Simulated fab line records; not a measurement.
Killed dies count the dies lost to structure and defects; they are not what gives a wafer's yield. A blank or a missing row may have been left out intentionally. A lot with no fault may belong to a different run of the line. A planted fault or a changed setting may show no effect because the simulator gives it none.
The same fault as seen by 2 desks | flow gf180mcu | every desk sees just its own numbers, and what lay behind them comes last

## AT THE METROLOGY DESK
Lot by lot, what the gauges showed, no matter which tool ran the lot: averages of those sampled wafers that carry a number. If a lot's mean is further than 4 standard deviations from the usual mean, the lot is out of limits and carries the mark OUT (the distance appears in the brackets).
Columns: A = cd-nm at GF_M5_CD_MEAS_07, usual 280.2 nm
lot  | first seen here | A
L914 | day 26 07:50    | 277.5
L915 | day 26 18:31    | 279.5
L918 | day 27 22:16    | 277.4
L922 | day 29 07:00    | 280.6
L923 | day 29 12:45    | 280.4
L924 | day 29 18:51    | 305.2 (+21) OUT
L925 | day 30 04:59    | 304.6 (+20) OUT
L927 | day 30 14:17    | 281.3
L929 | day 31 04:29    | 280.2
L934 | day 32 08:43    | 280.1
L936 | day 32 17:19    | 281.2
This desk finds L924, L925 out of limits, L924 being first, at day 29 18:51 (cd-nm at GF_M5_CD_MEAS_07). L914, L915, L918, L922, L923, L927, L929, L934, L936: within limits.

## THE TOOL OWNER'S DESK: litho-track-02
Per lot that ran on this tool, the mean of the sampled wafers carrying a number, from the tool's own readings at GF_M5_SOFTBAKE_03 (time 60 s). If a lot's mean is further than 4 standard deviations from the usual mean, the lot is out of limits and carries the mark OUT (the distance appears in the brackets).
Columns: A = heater-power-total-W at GF_M5_SOFTBAKE_03, usual 93.06 W; B = plate-temp-C at GF_M5_SOFTBAKE_03, usual 130.00 C; C = resist-line-temp-C at GF_M5_SOFTBAKE_03, usual 22.98 C
lot  | first seen here | A                       | B                | C
L918 | day 27 12:13    | 93.12                   | 130.09           | 22.95
L922 | day 28 21:26    | 93.04                   | 129.90           | 22.98
L923 | day 29 03:23    | 93.06                   | 129.86           | 23.02
L924 | day 29 09:28    | 81.48 (-99 or more) OUT | 117.50 (-83) OUT | 23.07
L925 | day 29 19:53    | 81.40 (-99 or more) OUT | 117.34 (-84) OUT | 22.88
This desk finds L924, L925 out of limits, L924 being first, at day 29 09:28 (heater-power-total-W at GF_M5_SOFTBAKE_03). L918, L922, L923: within limits.

## ALL TOGETHER
The tool owner's desk had the chance to raise an alarm at day 29 09:28 on L924, L925.
Metrology desk: alarm possible at day 29 18:51 on L924, L925.
All the named lots went through GF_M5_SOFTBAKE_03 on litho-track-02.

## WHAT THE SIMULATOR HAD INSERTED
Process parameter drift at GF_M5_SOFTBAKE_03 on litho-track-02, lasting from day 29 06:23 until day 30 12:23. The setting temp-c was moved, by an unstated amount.
Shown lots that were struck: L924, L925.
Delay (hours) between the fault's onset and each desk's first out-of-limits reading: 3 at the tool owner's desk, 12 at the metrology desk.
